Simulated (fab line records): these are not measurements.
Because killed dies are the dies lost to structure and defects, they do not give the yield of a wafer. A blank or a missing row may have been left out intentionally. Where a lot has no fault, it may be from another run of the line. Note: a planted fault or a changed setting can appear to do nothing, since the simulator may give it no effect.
2 desks, one fault | flow sky130 | each desk holds nothing but its own numbers, with what lay behind them at the end

== METROLOGY DESK ==
Lot by lot, what the gauges showed, no matter which tool ran the lot: averages of those sampled wafers that carry a number. The brackets show how far a lot's mean lies from the usual mean; more than 4 standard deviations puts the lot out of limits, marked OUT.
Columns: A = cdNm at SKY_SD_N_CD_MEAS_07, usual 379.9 nm; B = SD_N_TW at SKY_SD_N_TW_MEAS_12, usual 3975; C = SD_N_RS at SKY_SD_N_RS_MEAS_16, usual 68.64 ohm/sq
lot  | first seen here | A     | B            | C
L758 | day 29 07:24    | 383.5 | 4011         | 68.64
L757 | day 29 09:20    | 381.4 | 3930         | 68.83
L759 | day 29 09:46    | 379.0 | 3932         | 68.67
L761 | day 29 22:29    | 380.4 | 4045         | 68.64
L763 | day 30 16:51    | 382.8 | 4027         | 68.50
L764 | day 30 19:49    | 381.8 | 30 (-72) OUT | 68.65
L772 | day 32 23:11    | 379.1 | 3942         | 68.74
L773 | day 33 04:17    | 383.3 | 3930         | 68.71
L774 | day 33 12:29    | 382.6 | 3927         | 68.80
L775 | day 34 00:50    | 381.6 | 3953         | 68.71
L778 | day 35 05:24    | 378.8 | 4068         | 68.57
L780 | day 35 08:29    | 377.8 | 3923         | 68.64
L779 | day 35 11:44    | 384.3 | 3924         | 68.50
Finding of this desk: L764 out of limits, first seen on L764 at day 30 20:22 (SD_N_TW at SKY_SD_N_TW_MEAS_12). L758, L757, L759, L761, L763, L772, L773, L774, L775, L778, L780, L779 stayed within limits.

== TOOL OWNER'S DESK, plasmaAsher-03 ==
The tool's own readings at SKY_RES_XHIGH_STRIP_08 (strips in O2/N2): means of the sampled wafers that have a number, for each lot that ran on this tool. The brackets show how far a lot's mean lies from the usual mean; more than 4 standard deviations puts the lot out of limits, marked OUT.
Columns: A = drypumpMotorCurrentA at SKY_RES_XHIGH_STRIP_08, usual 5.7 A; B = oesProductAu at SKY_RES_XHIGH_STRIP_08, usual 0.711 a.u.; C = stripTimeToEndpointS at SKY_RES_XHIGH_STRIP_08, usual 14.27 s
lot  | first seen here | A   | B               | C
L759 | day 28 05:14    | 5.6 | 0.709           | 14.26
L761 | day 28 19:07    | 5.7 | 0.712           | 14.27
L764 | day 29 15:35    | 5.6 | 0.939 (+45) OUT | -
L773 | day 32 00:27    | 5.6 | 0.713           | 14.28
L774 | day 32 09:47    | 5.7 | 0.715           | 14.32
L775 | day 32 21:51    | 5.7 | 0.707           | 14.28
L778 | day 34 02:51    | 5.6 | 0.714           | 14.27
L779 | day 34 08:48    | 5.6 | 0.710           | 14.31
Finding of this desk: L764 out of limits; the first was L764 at day 29 15:35, on oesProductAu at SKY_RES_XHIGH_STRIP_08. L759, L761, L773, L774, L775, L778, L779 stayed within limits.

== ALL TOGETHER ==
The tool owner's desk had the chance to raise an alarm at day 29 15:35 on L764.
At day 30 20:22 the metrology desk could have sounded an alarm, on L764.
On plasmaAsher-03, each named lot ran SKY_RES_XHIGH_STRIP_08.

== WHAT THE SIMULATOR PUT IN ==
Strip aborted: plasmaAsher-03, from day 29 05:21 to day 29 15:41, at SKY_RES_XHIGH_STRIP_08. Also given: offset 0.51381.
Lots struck among those shown: L764.
Hours from the fault's start to each desk's first reading out of limits: the tool owner's desk, 10; the metrology desk, 39.
